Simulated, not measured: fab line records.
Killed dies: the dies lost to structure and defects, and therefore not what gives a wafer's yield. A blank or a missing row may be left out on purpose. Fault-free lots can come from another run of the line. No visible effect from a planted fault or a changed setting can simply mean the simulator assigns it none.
What tool caused it? | flow sky130 | 9 lots, 27 wafers sampled, at 5 steps of a route of 708

== WHAT THE GAUGES SHOWED, per wafer ==
SKY_FIELD_ISO_THK_MEAS_04.
lot  | measured    | on            | FIELD_ISO_CVD_03_THK (nm)
L409 | day 1 15:13 | film_metro-04 | 166.4 166.2 167.2
L410 | day 1 18:53 | film_metro-04 | 163.3 163.8 165.1
L411 | day 2 00:57 | film_metro-01 | 161.6 162.0 161.3
L412 | day 2 05:21 | film_metro-01 | 166.5 166.0 166.4
L413 | day 2 11:49 | film_metro-02 | 145.5 145.2 147.4
L414 | day 2 15:05 | film_metro-01 | 148.0 147.9 147.8
L415 | day 2 21:31 | film_metro-02 | 147.0 147.2 147.1
L417 | day 3 06:40 | film_metro-04 | 149.5 148.6 149.9
L424 | day 4 17:23 | film_metro-04 | 162.2 162.9 162.3

SKY_METAL1_OVL_MEAS_16.
lot  | measured     | on         | METAL1_OVL (nm)
L409 | day 32 17:57 | overlay-02 | -3 -1 -2
L410 | day 32 20:12 | overlay-01 | -3 1 -7
L411 | day 33 10:31 | overlay-01 | 0 -2 5
L412 | day 33 11:41 | overlay-01 | 2 7 2
L413 | day 33 23:33 | overlay-01 | -2 -5 0
L414 | day 34 10:31 | overlay-02 | -7 4 -4
L415 | day 34 17:07 | overlay-01 | 2 -10 -11
L417 | day 36 07:41 | overlay-02 | 2 -4 -5
L424 | day 37 18:57 | overlay-01 | -5 -5 -4

== WHICH TOOL RAN EACH LOT (tool, then ch and the chambers of the sampled wafers, then the start) ==
lot  | SKY_FIELD_ISO_CVD_03       | SKY_FIELD_ISO_ETCH_15             | SKY_SD_N_RTA_14
L409 | lpcvd-02 ch 1, day 1 13:26 | rie_diel-01 ch 0,2, day 2 05:44   | rtp_anneal-01 ch 0, day 27 20:18
L410 | lpcvd-02 ch 1, day 1 17:05 | rie_diel-02 ch 1,3, day 2 09:47   | rtp_anneal-02 ch 0, day 27 22:54
L411 | lpcvd-02 ch 0, day 1 23:09 | rie_diel-02 ch 0,1, day 2 15:14   | rtp_anneal-01 ch 0, day 28 14:18
L412 | lpcvd-02 ch 1, day 2 03:34 | rie_diel-01 ch 0,1, day 2 21:05   | rtp_anneal-02 ch 0, day 28 15:24
L413 | lpcvd-02 ch 0, day 2 10:02 | rie_diel-02 ch 1,2, day 3 03:02   | rtp_anneal-01 ch 0, day 29 03:20
L414 | lpcvd-02 ch 0, day 2 13:17 | rie_diel-01 ch 1,2, day 3 06:35   | rtp_anneal-02 ch 0, day 29 14:51
L415 | lpcvd-02 ch 0, day 2 19:43 | rie_diel-01 ch 0,1, day 3 13:35   | rtp_anneal-01 ch 0, day 29 21:18
L417 | lpcvd-02 ch 0, day 3 04:53 | rie_diel-04 ch 2,3, day 3 23:44   | rtp_anneal-02 ch 0, day 31 15:20
L424 | lpcvd-02 ch 1, day 4 15:36 | rie_diel-01 ch 0,1,2, day 5 11:50 | rtp_anneal-02 ch 0, day 33 01:53
- SKY_FIELD_ISO_CVD_03: deposits Si3N4 from DCS/NH3, target thk 165 nm, time 2830 s.
- SKY_FIELD_ISO_ETCH_15: etches the open film in CHF3/O2, stops on Si, target depth 180 nm, time 72 s.
- SKY_SD_N_RTA_14: time 2 s.

== WHAT THE TOOLS THEMSELVES READ (means of the sampled wafers that have a number; where no wafer has one, the mark that the record gives instead) ==
SKY_FIELD_ISO_CVD_03.
lot  | tool     | zone_power_bottom_pct (%)
L409 | lpcvd-02 | 20.73
L410 | lpcvd-02 | 20.61
L411 | lpcvd-02 | 20.83
L412 | lpcvd-02 | 20.71
L413 | lpcvd-02 | 20.64
L414 | lpcvd-02 | 20.70
L415 | lpcvd-02 | 20.71
L417 | lpcvd-02 | 20.72
L424 | lpcvd-02 | 20.48

SKY_FIELD_ISO_ETCH_15.
lot  | tool        | drypump_motor_current_A (A) | oes_product_au (a.u.) | rf_fwd_power_W (W) | throttle_valve_pct (%)
L409 | rie_diel-01 | 5.5                         | 0.953                 | 596.2              | 8.850
L410 | rie_diel-02 | 5.9                         | 0.946                 | 595.7              | 8.843
L411 | rie_diel-02 | 5.6                         | 0.930                 | 595.7              | 8.840
L412 | rie_diel-01 | 5.9                         | 0.949                 | 594.0              | 8.845
L413 | rie_diel-02 | 5.8                         | 0.884                 | 592.7              | 8.818
L414 | rie_diel-01 | 5.7                         | 0.887                 | 594.6              | 8.825
L415 | rie_diel-01 | 5.9                         | 0.883                 | 594.6              | 8.824
L417 | rie_diel-04 | 5.6                         | 0.895                 | 595.4              | 8.834
L424 | rie_diel-01 | 5.6                         | 0.935                 | 594.9              | 8.846

SKY_SD_N_RTA_14.
lot  | tool          | lamp_power_pct (%) | wafer_temp_C_max
L409 | rtp_anneal-01 | 15.72              | 1078.7
L410 | rtp_anneal-02 | 15.71              | 1077.4
L411 | rtp_anneal-01 | 15.67              | 1077.9
L412 | rtp_anneal-02 | 15.79              | 1078.0
L413 | rtp_anneal-01 | 15.69              | 1078.7
L414 | rtp_anneal-02 | 15.70              | 1078.1
L415 | rtp_anneal-01 | 15.73              | 1077.4
L417 | rtp_anneal-02 | 15.75              | 1077.0
L424 | rtp_anneal-02 | 15.76              | 1077.9

== THE ANSWER, worked out from the rows above alone ==
Rule: what is usual is taken from the lots themselves. Put in order of their means at a reading, lots are off if they are a third of the lots or fewer, leave a main group of 4 or more, and stand apart from it by a gap of 3 or more times the standard deviation of the main group's means; of several such gaps the widest counts. If all means in a main group match to the digits the tables above print for the reading, that group is not used. Also off: a lot with no number at a reading for which 4 or more lots have one. Where the step has rows for the other lots, those lots are counted as sound. First the gauges in route order, then the tools' own readings, where a lot's mean is used as printed above. The first step at which some lot is off is used, and at that step the reading that is off furthest; a lot without a number counts as furthest.
None of the lots is off at any reading shown; this tells nothing.

== WHAT THE SIMULATOR HAD PUT IN ==
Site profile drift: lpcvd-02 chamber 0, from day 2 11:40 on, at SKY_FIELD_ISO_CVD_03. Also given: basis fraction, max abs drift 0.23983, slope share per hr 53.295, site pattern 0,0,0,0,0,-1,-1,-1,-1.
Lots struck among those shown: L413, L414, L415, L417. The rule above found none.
